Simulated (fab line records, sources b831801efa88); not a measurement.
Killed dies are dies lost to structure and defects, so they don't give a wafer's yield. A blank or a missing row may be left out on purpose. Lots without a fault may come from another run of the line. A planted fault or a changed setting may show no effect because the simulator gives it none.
fab line records | flow sfq_line
record lots=5 wafers=15 last_day=86
route steps=325 shown I2@107 M3@118 I3@133 M4@148 M8@325
lots that met no fault: from a run of the same line without faults
start_h: hours from the record's first day to the start of the lot's first wafer shown | wait_h: hours since the lot's step before | " the same as in the row above | L1.1+2: a row that stands for several wafers | - no value, or no start given | * or withheld: withheld | < > ~ a bound
route shown NAME@n: a module of which the file shows steps, and the number in the route of the first | usual: mean/standard deviation of fault-free wafers | same: alike in all rows | chamber/n: place in a boat | sites: the reading at each site | _std_site: their standard deviation | _edge_site: outer sites' mean less inner sites' | radius_mm: how far each site lies from the wafer's centre | mask NAME#n: copy n | behind: the tool/chamber that last shaped the wafer | hold: why the lot was held/for how many hours/how that ended | device: the transistor (n, p or np) that didn't switch | end of line: the same wafers' tests at the end of the route | a step without rows: its recipe alone | killed: dies lost to structure and defects at the first sort, not the wafer's yield | map: a wafer's dies, x killed, . not, _ none there
set.NAME: the setting as run; set.NAME@STEP: as run at that earlier step | model.NAME: the simulator's own value behind a step, which no gauge read
lots at some steps of the route; a table a step, a row a wafer
services: from which hour (start_h, from the record's first day; less than 0 if before it) a tool's chamber was out of use, for how many hours, and why
## steps
# step SFQ_TRILAYER_I2_VIA_LITHO_COAT_072
# recipe resist=BARC spin_rpm=3000 resist_thk_nm=62
# step SFQ_TRILAYER_I2_VIA_LITHO_COAT_067
# recipe resist=KrF spin_rpm=3000 resist_thk_nm=650
# step SFQ_TRILAYER_I2_VIA_LITHO_SOFTBAKE_071
# recipe temp_c=withheld time_s=withheld resist=KrF
# step SFQ_TRILAYER_I2_VIA_LITHO_EXPOSE_068
# recipe mask_id=I2 na=0.6 source_shape=conventional sigma_outer=0.65 target_cd_nm=500 dose_mj=21.3
# step SFQ_TRILAYER_I2_VIA_LITHO_PEB_070
# recipe peb_temp_c=115 peb_time_s=60 resist=KrF
# step SFQ_TRILAYER_I2_VIA_LITHO_DEVELOP_069
# recipe time_s=60 resist=KrF
# step SFQ_I2_OVL_MEAS_918
# usual I2_OVL=1/6.3
# columns lot.wafer tool chamber start_h wait_h I2_OVL[nm]
L815.1 overlay-02 - 540.84 0.1 1
L815.3 " - " " 5
L815.5 " - " " 1
L816.2 overlay-01 - 552.64 0.1 -3
L816.4 " - " " 9
L816.5 " - " " 4
L824.2 overlay-01 - 744.14 0.1 -6
L824.4 " - " " -11
L824.5 " - " " -7
L832.2 overlay-02 - 762.14 0.1 5
L832.4 " - " " 2
L832.5 " - " " 3
L835.2 overlay-02 - 768.14 0.1 0
L835.3 " - " " -1
L835.6 " - " " 3
# step SFQ_TRILAYER_I2_VIA_BARC_OPEN_VIA_ETCH_096
# recipe mask_material=PR chemistry=O2 target_depth_nm=125 target=BARC source_w=500 bias_w=80 pressure_mtorr=30 time_s=41.7
# step SFQ_TRILAYER_I2_VIA_ETCH_VIA_ETCH_070
# recipe target=SiO2 stop_on=Nb mask_material=PR taper_deg=20 chemistry=CHF3 target_depth_nm=260 source_w=500 bias_w=80 pressure_mtorr=30 time_s=withheld
# step SFQ_TRILAYER_I2_VIA_STRIP_STRIP_071
# recipe gas=O2 power_w=200 platen_temp_c=40 overash_fraction=0.65 chemistry=O2 pressure_mtorr=50
# usual drypump_motor_current_A=5.6/0.47 oes_product_au=0.997/0.0073 platen_temp_c=40.01/0.11
# columns lot.wafer tool chamber start_h wait_h drypump_motor_current_A oes_product_au platen_temp_c rf_hours_counter_h
L815.1 rie_metal-03 1 541.03 - 6.4 1.001 39.94 49
L815.3 " 0 " " 5.1 0.995 39.90 -
L815.5 " 0 " " 5.1 1.011 39.97 -
L816.2 rie_metal-04 0 552.83 - 4.9 0.997 40.07 161
L816.4 " 1 " " 5.5 0.989 39.98 -
L816.5 " 1 " " 5.5 0.986 39.91 -
L824.2 rie_metal-02 1 744.33 - 5.7 0.987 39.81 122
L824.4 " 1 " " 5.7 0.990 39.89 -
L824.5 " 1 " " 5.7 0.990 39.83 -
L832.2 rie_metal-02 1 762.33 - 5.7 1.000 40.25 125
L832.4 " 0 " " 5.5 0.995 40.11 -
L832.5 " 0 " " 5.5 0.998 40.16 -
L835.2 rie_metal-03 1 768.33 - 6.4 0.995 39.86 84
L835.3 " 0 " " 5.1 0.997 40.04 -
L835.6 " 0 " " 5.1 0.995 40.05 -
# step SFQ_TRILAYER_I2_VIA_STRIP_SOLV_CLEAN_072
# recipe chemistry=NMP temp_c=70 time_s=600
# step SFQ_TRILAYER_M3_DEP_PRE_CLEAN_074
# recipe gas=Ar time_s=22.5 bias_v=250
# step SFQ_TRILAYER_M3_DEP_SPUTTER_073
# recipe material=Nb base_pressure_pa=1.33e-06 chamber_pressure_pa=0.1333 substrate_temp_c=20 resputter_cathode_voltage_v=400 target_thk_nm=200 power_w=2000 time_s=133.3
# usual throttle_valve_pct=29.8/1.2
# columns lot.wafer tool chamber start_h wait_h throttle_valve_pct model.Nb_of_TRILAYER_M3_DEP_SPUTTER_073.thk_nm
L815.1 pvd_sputter-06 - 541.83 0.0 29.2 198.3
L815.3 " - " " 31.2 199.3
L815.5 " - " " 31.6 197.2
L816.2 pvd_sputter-03 - 553.63 0.0 30.5 202.5
L816.4 " - " " 28.9 202.1
L816.5 " - " " 27.8 202.6
L824.2 pvd_sputter-06 - 745.13 0.0 31.3 204.7
L824.4 " - " " 29.1 198.6
L824.5 " - " " 31.4 199.1
L832.2 pvd_sputter-03 - 763.13 0.0 31.7 201.9
L832.4 " - " " 30.0 202.8
L832.5 " - " " 31.6 203.2
L835.2 pvd_sputter-04 - 769.33 0.0 29.4 197
L835.3 " - " " 29.1 197.8
L835.6 " - " " 29.0 197.6
# step SFQ_M3_RS_MEAS_919
# recipe thk_meas_gauge=four-point-probe reads=Nb_of_TRILAYER_M3_DEP_SPUTTER_073
# usual M3_NB_RS=0.892/0.011
# columns lot.wafer tool chamber start_h wait_h M3_NB_RS[ohm/sq]
L815.1 film_metro-03 - 541.92 0.0 0.895
L815.3 " - " " 0.891
L815.5 " - " " 0.902
L816.2 film_metro-02 - 553.74 0.1 0.883
L816.4 " - " " 0.884
L816.5 " - " " 0.882
L824.2 film_metro-03 - 745.24 0.1 0.867
L824.4 " - " " 0.893
L824.5 " - " " 0.892
L832.2 film_metro-01 - 763.24 0.1 0.882
L832.4 " - " " 0.878
L832.5 " - " " 0.877
L835.2 film_metro-03 - 769.44 0.1 0.902
L835.3 " - " " 0.899
L835.6 " - " " 0.899
# step SFQ_TRILAYER_M3_LITHO_COAT_080
# recipe resist=BARC spin_rpm=3000 resist_thk_nm=62
# step SFQ_TRILAYER_M3_LITHO_COAT_075
# recipe resist=KrF spin_rpm=3000 resist_thk_nm=600
# step SFQ_TRILAYER_M3_LITHO_SOFTBAKE_079
# recipe temp_c=withheld time_s=withheld resist=KrF
# step SFQ_TRILAYER_M3_LITHO_EXPOSE_076
# recipe mask_id=M3 na=0.6 source_shape=conventional sigma_outer=0.65 target_cd_nm=500 dose_mj=14.4
# step SFQ_TRILAYER_M3_LITHO_PEB_078
# recipe peb_temp_c=115 peb_time_s=60 resist=KrF
# step SFQ_TRILAYER_M3_LITHO_DEVELOP_077
# recipe time_s=60 resist=KrF
# step SFQ_M3_OVL_MEAS_921
# usual M3_OVL=1/5.5
# columns lot.wafer tool chamber start_h wait_h M3_OVL[nm]
L815.1 overlay-01 - 555.04 0.1 6
L815.3 " - " " 3
L815.5 " - " " -9
L816.2 overlay-01 - 562.24 0.1 4
L816.4 " - " " 7
L816.5 " - " " 6
L824.2 overlay-02 - 893.65 0.1 7
L824.4 " - " " -1
L824.5 " - " " 17
L832.2 overlay-01 - 912.85 0.1 -4
L832.4 " - " " -1
L832.5 " - " " 8
L835.2 overlay-02 - 921.25 0.1 3
L835.3 " - " " -6
L835.6 " - " " 4
# step SFQ_TRILAYER_M3_BARC_OPEN_METAL_ETCH_100
# recipe mask_material=PR chemistry=O2 target_depth_nm=125 target=BARC icp_w=600 bias_w=80 pressure_mtorr=10 time_s=41.7
# step SFQ_TRILAYER_M3_ETCH_METAL_ETCH_078
# recipe target=Nb stop_on=SiO2 mask_material=PR chemistry=Cl2/Ar target_depth_nm=240 icp_w=600 bias_w=80 pressure_mtorr=10 time_s=120
# usual drypump_motor_current_A=5.39/0.28 oes_product_au=0.893/0.0074
# columns lot.wafer tool chamber start_h wait_h drypump_motor_current_A oes_product_au rf_hours_counter_h model.etch.depth_nm model.M3.feature_depth_nm
L815.1 rie_metal-02 0 555.13 0.0 5.49 0.892 60 198.3 198.3
L815.3 " 0 " " 5.46 0.890 - 199.3 199.3
L815.5 " 0 " " 5.50 0.879 - 197.2 197.2
L816.2 rie_metal-02 1 562.33 0.0 5.70 0.896 98 202.5 202.5
L816.4 " 0 " " 5.47 0.898 - 202.1 202.1
L816.5 " 1 " " 5.69 0.896 - 202.6 202.6
L824.2 rie_metal-02 0 893.74 0.0 5.49 0.897 111 204.7 204.7
L824.4 " 0 " " 5.46 0.886 - 198.6 198.6
L824.5 " 0 " " 5.45 0.896 - 199.1 199.1
L832.2 rie_metal-02 1 912.94 0.0 5.66 0.902 150 201.9 201.9
L832.4 " 1 " " 5.64 0.906 - 202.8 202.8
L832.5 " 1 " " 5.65 0.901 - 203.2 203.2
L835.2 rie_metal-04 0 921.34 0.0 4.88 0.881 48 197 197
L835.3 " 1 " " 5.45 0.892 - 197.8 197.8
L835.6 " 0 " " 4.90 0.885 - 197.6 197.6
# step SFQ_TRILAYER_M3_STRIP_STRIP_079
# recipe gas=O2 power_w=200 platen_temp_c=40 overash_fraction=0.65 chemistry=O2 pressure_mtorr=50
# usual drypump_motor_current_A=5.40/0.28 oes_product_au=0.995/0.0066 platen_temp_c=39.99/0.1
# columns lot.wafer tool chamber start_h wait_h drypump_motor_current_A oes_product_au platen_temp_c rf_hours_counter_h
L815.1 rie_metal-02 0 555.26 0.1 5.51 0.988 39.99 60
L815.3 " 0 " " 5.51 0.982 39.92 -
L815.5 " 0 " " 5.50 0.990 40.12 -
L816.2 rie_metal-02 1 562.46 0.1 5.68 0.987 39.87 98
L816.4 " 0 " " 5.48 0.991 39.85 -
L816.5 " 1 " " 5.69 0.993 39.96 -
L824.2 rie_metal-02 0 893.87 0.1 5.48 0.988 40.06 111
L824.4 " 0 " " 5.48 0.985 40.00 -
L824.5 " 0 " " 5.50 0.986 39.81 -
L832.2 rie_metal-02 1 913.07 0.1 5.69 0.990 39.84 150
L832.4 " 1 " " 5.68 1.004 39.97 -
L832.5 " 1 " " 5.68 0.986 39.88 -
L835.2 rie_metal-04 0 921.47 0.1 4.88 1.005 39.85 48
L835.3 " 1 " " 5.47 0.996 40.08 -
L835.6 " 0 " " 4.86 0.996 39.89 -
# step SFQ_TRILAYER_M3_STRIP_SOLV_CLEAN_080
# recipe chemistry=NMP temp_c=70 time_s=600
# step SFQ_TRILAYER_I3_DEP_PECVD_081
# recipe material=SiO2 temp_c=150 time_s=111.11 pressure_torr=2.4 rf_w=183.3 precursor=SiH4/N2O target_thk_nm=500
# step SFQ_TRILAYER_I3_CMP_CMP_082
# recipe material=SiO2 down_force_psi=3 platen_rpm=60 pad_velocity_m_s=0.94248
# usual motor_current_A=9.9/0.96 retaining_ring_pressure_frac=1.000/0.0046 time_to_endpoint_s=213/7.3
# columns lot.wafer tool chamber start_h wait_h motor_current_A retaining_ring_pressure_frac time_to_endpoint_s
L815.3 cmp-01 1 572.20 16.1 9.5 1.005 211
L815.1 " 2 " " 8.8 0.994 212
L815.5 " 2 574.70 18.6 9.3 1.001 225
L816.4 cmp-01 1 584.20 20.9 9.9 0.996 207
L816.2 " 3 585.20 21.9 8.3 1.005 213
L816.5 " 1 586.20 22.9 9.3 1.000 220
L824.4 cmp-02 0 895.82 1.1 9.9 1.009 213
L824.2 " 1 " " 10.2 1.006 219
L824.5 " 3 897.32 2.6 11.6 0.998 217
L832.4 cmp-01 1 914.42 0.5 9.6 1.001 217
L832.2 " 3 915.42 1.5 8.4 1.001 208
L832.5 " 1 916.42 2.5 9.0 1.003 212
L835.2 cmp-02 2 923.72 1.4 9.8 0.997 202
L835.3 " 3 " " 11.4 1.007 208
L835.6 " 0 " " 9.3 1.000 207
# step SFQ_I3_BOW_MEAS_922
# recipe mode=bow
# usual I3_BOW=2/9.1
# columns lot.wafer tool chamber start_h wait_h I3_BOW[um]
L815.1 film_metro-01 - 575.20 2.0 -5
L815.3 " - " " -26
L815.5 " - " " -9
L816.2 film_metro-01 - 587.22 1.5 3
L816.4 " - " " 3
L816.5 " - " " 11
L824.2 film_metro-02 - 898.34 1.5 1
L824.4 " - " " 1
L824.5 " - " " 7
L832.2 film_metro-01 - 916.94 1.0 2
L832.4 " - " " 16
L832.5 " - " " -1
L835.2 film_metro-04 - 925.74 1.5 8
L835.3 " - " " 17
L835.6 " - " " 2
# step SFQ_TRILAYER_I3_METRO_MEASURE_083
# usual thk_nm=199.6/0.94
# columns lot.wafer tool chamber start_h wait_h thk_nm
L815.1 film_metro-01 - 575.32 0.1 200.5
L815.3 " - " " 201.1
L815.5 " - " " 201.0
L816.2 film_metro-01 - 587.52 0.3 199.7
L816.4 " - " " 199.1
L816.5 " - " " 201.2
L824.2 film_metro-02 - 898.64 0.3 199.1
L824.4 " - " " 199.8
L824.5 " - " " 199.5
L832.2 film_metro-01 - 917.24 0.3 200.1
L832.4 " - " " 200.6
L832.5 " - " " 199.0
L835.2 film_metro-04 - 926.04 0.3 201.1
L835.3 " - " " 200.4
L835.6 " - " " 199.2
# step SFQ_TRILAYER_I3_VIA_LITHO_COAT_090
# recipe resist=BARC spin_rpm=3000 resist_thk_nm=62
# step SFQ_TRILAYER_I3_VIA_LITHO_COAT_085
# recipe resist=KrF spin_rpm=3000 resist_thk_nm=650
# step SFQ_TRILAYER_I3_VIA_LITHO_SOFTBAKE_089
# recipe temp_c=withheld time_s=withheld resist=KrF
# step SFQ_TRILAYER_I3_VIA_LITHO_EXPOSE_086
# recipe mask_id=I3 na=0.6 source_shape=conventional sigma_outer=0.65 target_cd_nm=500 dose_mj=21.3
# step SFQ_TRILAYER_I3_VIA_LITHO_PEB_088
# recipe peb_temp_c=115 peb_time_s=60 resist=KrF
# step SFQ_TRILAYER_I3_VIA_LITHO_DEVELOP_087
# recipe time_s=60 resist=KrF
# step SFQ_I3_OVL_MEAS_923
# usual I3_OVL=-2/5.6
# columns lot.wafer tool chamber start_h wait_h I3_OVL[nm]
L815.1 overlay-01 - 711.26 0.1 2
L815.3 " - " " 5
L815.5 " - " " 6
L816.2 overlay-02 - 722.54 0.1 -2
L816.4 " - " " 2
L816.5 " - " " -3
L824.2 overlay-02 - 901.98 0.1 -3
L824.4 " - " " -11
L824.5 " - " " -1
L832.2 overlay-01 - 921.15 0.1 -14
L832.4 " - " " -16
L832.5 " - " " -15
L835.2 overlay-02 - 929.90 0.1 1
L835.3 " - " " -6
L835.6 " - " " 1
# step SFQ_TRILAYER_I3_VIA_BARC_OPEN_VIA_ETCH_121
# recipe mask_material=PR chemistry=O2 target_depth_nm=125 target=BARC source_w=500 bias_w=80 pressure_mtorr=30 time_s=41.7
# step SFQ_TRILAYER_I3_VIA_ETCH_VIA_ETCH_088
# recipe target=SiO2 stop_on=Nb mask_material=PR taper_deg=20 chemistry=CHF3 target_depth_nm=260 source_w=500 bias_w=80 pressure_mtorr=30 time_s=withheld
# usual drypump_motor_current_A=5.9/0.47 oes_product_au=0.854/0.005
# columns lot.wafer tool chamber start_h wait_h drypump_motor_current_A oes_product_au
L815.1 rie_diel-04 3 711.34 0.0 6.2 0.855
L815.3 " 0 " " 6.5 0.853
L815.5 " 0 " " 6.5 0.853
L816.2 rie_diel-02 0 722.61 0.0 5.8 0.856
L816.4 " 2 " " 6.0 0.850
L816.5 " 2 " " 6.0 0.868
L824.2 rie_diel-02 3 902.05 0.0 5.5 0.853
L824.4 " 0 " " 5.8 0.847
L824.5 " 3 " " 5.6 0.859
L832.2 rie_diel-03 2 921.22 0.0 5.7 0.856
L832.4 " 0 " " 5.7 0.857
L832.5 " 1 " " 6.6 0.856
L835.2 rie_diel-02 2 929.97 0.0 6.0 0.858
L835.3 " 1 " " 5.4 0.854
L835.6 " 2 " " 6.0 0.852
# step SFQ_TRILAYER_I3_VIA_STRIP_STRIP_089
# recipe gas=O2 power_w=200 platen_temp_c=40 overash_fraction=0.65 chemistry=O2 pressure_mtorr=50
# step SFQ_TRILAYER_I3_VIA_STRIP_SOLV_CLEAN_090
# recipe chemistry=NMP temp_c=70 time_s=600
# step SFQ_TRILAYER_M4_DEP_PRE_CLEAN_092
# recipe gas=Ar time_s=22.5 bias_v=250
# step SFQ_M8_BOW_MEAS_951
# recipe mode=bow
# usual M8_BOW=5/12
# columns lot.wafer tool chamber start_h wait_h M8_BOW[um] model.etest.m3.ohm_um model.etest.i2.link_ohm model.etest.i3.link_ohm model.etest.m3.ohm_sq
L815.1 film_metro-04 - 1933.86 0.0 -5 1.794 1.981 1.974 0.8966
L815.3 " - " " -27 1.787 1.972 1.973 0.892
L815.5 " - " " -9 1.806 1.988 1.959 0.9015
L816.2 film_metro-02 - 1938.68 0.0 17 1.766 1.955 1.953 0.8783
L816.4 " - " " 16 1.753 1.959 1.955 0.8796
L816.5 " - " " 25 1.753 1.956 1.946 0.8774
L824.2 film_metro-04 - 2024.02 0.0 4 1.731 1.952 1.956 0.8686
L824.4 " - " " 5 1.784 1.982 1.982 0.8951
L824.5 " - " " 11 1.787 1.983 1.978 0.8929
L832.2 film_metro-02 - 2056.33 0.0 11 1.762 1.957 1.972 0.8805
L832.4 " - " " 23 1.749 1.958 1.958 0.8769
L832.5 " - " " 7 1.748 1.959 1.952 0.8752
L835.2 film_metro-02 - 2065.24 0.0 9 1.801 1.982 1.991 0.9025
L835.3 " - " " 18 1.798 1.969 1.984 0.8991
L835.6 " - " " 3 1.793 1.976 1.988 0.9
## services
# columns tool chamber start_h hours kind
cmp-01 - 548.73 2.5 repair
film_metro-01 - 594.12 0.8 pm
film_metro-01 - 614.30 0.7 pm
rie_metal-04 1 646.70 8.3 repair
cmp-01 - 656.84 1.0 repair
rie_metal-04 1 663.43 10.3 repair
film_metro-01 - 676.41 1.0 pm
cmp-01 - 703.37 5.0 repair
cmp-01 - 711.41 5.7 pm
cmp-01 - 726.12 6.9 pm
cmp-01 - 746.58 3.3 repair
cmp-01 - 749.60 2.0 repair
cmp-01 - 751.62 4.0 pm
film_metro-01 - 777.65 4.0 pm
rie_diel-02 - 803.77 1.0 repair
film_metro-01 - 832.95 1.8 pm
rie_diel-02 0 837.34 4.5 repair
rie_diel-02 2 838.41 3.3 repair
film_metro-01 - 839.12 0.3 pm
cmp-01 - 841.28 1.8 repair
film_metro-01 - 859.30 1.5 pm
rie_diel-02 3 915.61 9.3 repair
film_metro-01 - 921.41 0.3 pm
cmp-01 - 928.76 4.7 repair
## key
first_sign none at tools or gauges
model_effect step=SFQ_TRILAYER_M3_DEP_SPUTTER_073 value=Nb_of_TRILAYER_M3_DEP_SPUTTER_073.thk_nm without=198.4 struck=204.7
model_effect step=SFQ_TRILAYER_M3_ETCH_METAL_ETCH_078 value=etch.depth_nm without=198.4 struck=204.7
model_effect step=SFQ_M8_BOW_MEAS_951 value=etest.m3.ohm_um without=1.786 struck=1.731
met_at SFQ_TRILAYER_M3_DEP_SPUTTER_073
struck_wafers L824.2
onset_between 541.83 745.13
fault kind=process_parameter_drift tool=pvd_sputter-06 chamber=- onset_h=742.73 steps=SFQ_TRILAYER_M3_DEP_SPUTTER_073 channel=target_thk_nm offset=6.3533 shape=step end_h=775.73 scope=struck_wafers_only acts_in=these_recipes_only stated=200
